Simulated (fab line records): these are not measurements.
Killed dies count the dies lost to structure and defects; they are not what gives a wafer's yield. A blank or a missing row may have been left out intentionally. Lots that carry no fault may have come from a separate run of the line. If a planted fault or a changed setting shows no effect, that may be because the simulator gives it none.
A lot that was struck, set against a sound lot    flow sfq line    20 out of 325 route steps
Sound: wafers L352.2, L352.3, L352.6. Struck: wafer L361.5 (L361.1, L361.4, from the same lot, were not struck and are left out); the cause is given at the end.
For every step that has rows: the tool of each side, followed by ch and its chambers, followed by its first start. Under that, the readings that differ: sound wafers    struck wafers    difference of the means    sigmas: that difference in standard deviations of wafers without a fault.
alike: same words and numbers on both sides, and readings whose means sit less than 2 such deviations apart. not compared: any withheld reading, any reading some wafer has no value for, any bound like >300 that may hide the same value, and any number with overlapping values for which the record gives no deviation.
Wherever a step has rows on one side only, a row that says differs or no value, or a row with sigmas, the two part there. Numbers that have no deviation but don't overlap get no sigmas and don't part them. Lack of a reading on every wafer of one side parts them only where that side has two or more wafers.

first, 3 steps without rows for these wafers: SFQ_TRILAYER_L0_VIA_LITHO_EXPOSE_014 (exposes mask L0V, target cd 700 nm); SFQ_TRILAYER_L0_VIA_LITHO_PEB_016 (peb time 60 s); SFQ_TRILAYER_L0_VIA_LITHO_DEVELOP_015 (time 60 s).
SFQ_L0V_OVL_MEAS_903:
  sound on overlay-02 at day 7 11:47; struck on overlay-01 at day 10 17:04
  alike: L0V_OVL
SFQ_TRILAYER_L0_VIA_BARC_OPEN_VIA_ETCH_021: etches BARC in O2, target depth 125 nm, time 41.7 s.
  sound on rie diel-02 ch 0,1, day 7 11:49; struck on rie diel-04 ch 3, day 10 17:05
  alike: bias w, drypump motor current A, oes product au
  not compared: rf hours counter h
SFQ_TRILAYER_L0_VIA_ETCH_VIA_ETCH_016: etches SiO2 in CHF3, stops on MoNx KI, target depth 80 nm.
  sound on rie diel-02 ch 0,1, day 7 11:52; struck on rie diel-04 ch 3, day 10 17:08
reading                sound              struck  difference  sigmas
oes product au (a.u.)  0.822 0.820 0.841  0.845   +0.017      +2
  alike: bias w, drypump motor current A
SFQ_TRILAYER_L0_VIA_STRIP_STRIP_017: strips in O2.
  sound on rie metal-02 ch 0,1, day 7 11:54; struck on rie metal-04 ch 1, day 10 17:11
reading                      sound        struck  difference  sigmas
drypump motor current A (A)  6.4 5.3 6.4  5.2     -0.8        -2
  alike: oes product au
  not compared: rf hours counter h
then, 2 steps without rows for these wafers: SFQ_TRILAYER_L0_VIA_STRIP_SOLV_CLEAN_018 (cleans in NMP, time 600 s); SFQ_TRILAYER_M0_DEP_PRE_CLEAN_020 (time 15 s).
SFQ_TRILAYER_M0_DEP_SPUTTER_019: material Nb, target thk 200 nm, time 133.3 s.
  sound on pvd sputter-04 at day 7 12:42; struck on pvd sputter-03 at day 10 18:01
  alike: cathode dc power W, throttle valve pct
SFQ_M0_RS_MEAS_904: a four-point-probe measurement.
  sound on film metro-03 at day 7 12:49; struck on film metro-03 at day 10 18:06
  alike: M0_NB_RS
SFQ_TRILAYER_M0_LITHO_COAT_026: resist thk 62 nm.
  sound on litho track-03 ch 0, day 7 13:02; struck on litho track-01 ch 0, day 10 18:17
reading                                               sound             struck  difference  sigmas
model.BARC_of_TRILAYER_M0_LITHO_COAT_026.thk nm (nm)  61.84 61.65 61.8  44.92   -16.84      
  alike: spin speed rpm
then, 5 steps without rows for these wafers: SFQ_TRILAYER_M0_LITHO_COAT_021 (resist thk 600 nm); SFQ_TRILAYER_M0_LITHO_SOFTBAKE_025; SFQ_TRILAYER_M0_LITHO_EXPOSE_022 (exposes mask M0, target cd 500 nm); SFQ_TRILAYER_M0_LITHO_PEB_024 (peb time 60 s); SFQ_TRILAYER_M0_LITHO_DEVELOP_023 (time 60 s).
-- the record jumps here: 5 days lie between the struck wafers' starts before and after --
SFQ_M0_OVL_MEAS_906:
  sound on overlay-02 at day 11 19:28; struck on overlay-02 at day 15 19:35
  alike: M0_OVL
SFQ_TRILAYER_M0_BARC_OPEN_METAL_ETCH_031: etches BARC in O2, target depth 125 nm, time 41.7 s.
  sound on rie metal-03 ch 0, day 11 19:29; struck on rie metal-03 ch 0, day 15 19:37
reading                   sound              struck  difference  sigmas
oes product au (a.u.)     0.680 0.685 0.690  0.600   -0.085      -18
model.etch.depth nm (nm)  61.84 61.65 61.8   44.92   -16.84      
  alike: bias w, drypump motor current A
  not compared: rf hours counter h
SFQ_TRILAYER_M0_ETCH_METAL_ETCH_024: etches Nb in Cl2/Ar, stops on SiO2, target depth 240 nm, time 120 s.
  sound on rie metal-03 ch 0, day 11 19:33; struck on rie metal-03 ch 0, day 15 19:41
  alike: bias w, drypump motor current A, oes product au
  not compared: rf hours counter h

== WHERE THEY PART ==
At SFQ_TRILAYER_L0_VIA_ETCH_VIA_ETCH_016 first; at SFQ_TRILAYER_M0_BARC_OPEN_METAL_ETCH_031 last (within this record only). Later steps at which nothing parts them and some readings are alike: SFQ_TRILAYER_M0_ETCH_METAL_ETCH_024.

WHY: what had been put in by the simulator
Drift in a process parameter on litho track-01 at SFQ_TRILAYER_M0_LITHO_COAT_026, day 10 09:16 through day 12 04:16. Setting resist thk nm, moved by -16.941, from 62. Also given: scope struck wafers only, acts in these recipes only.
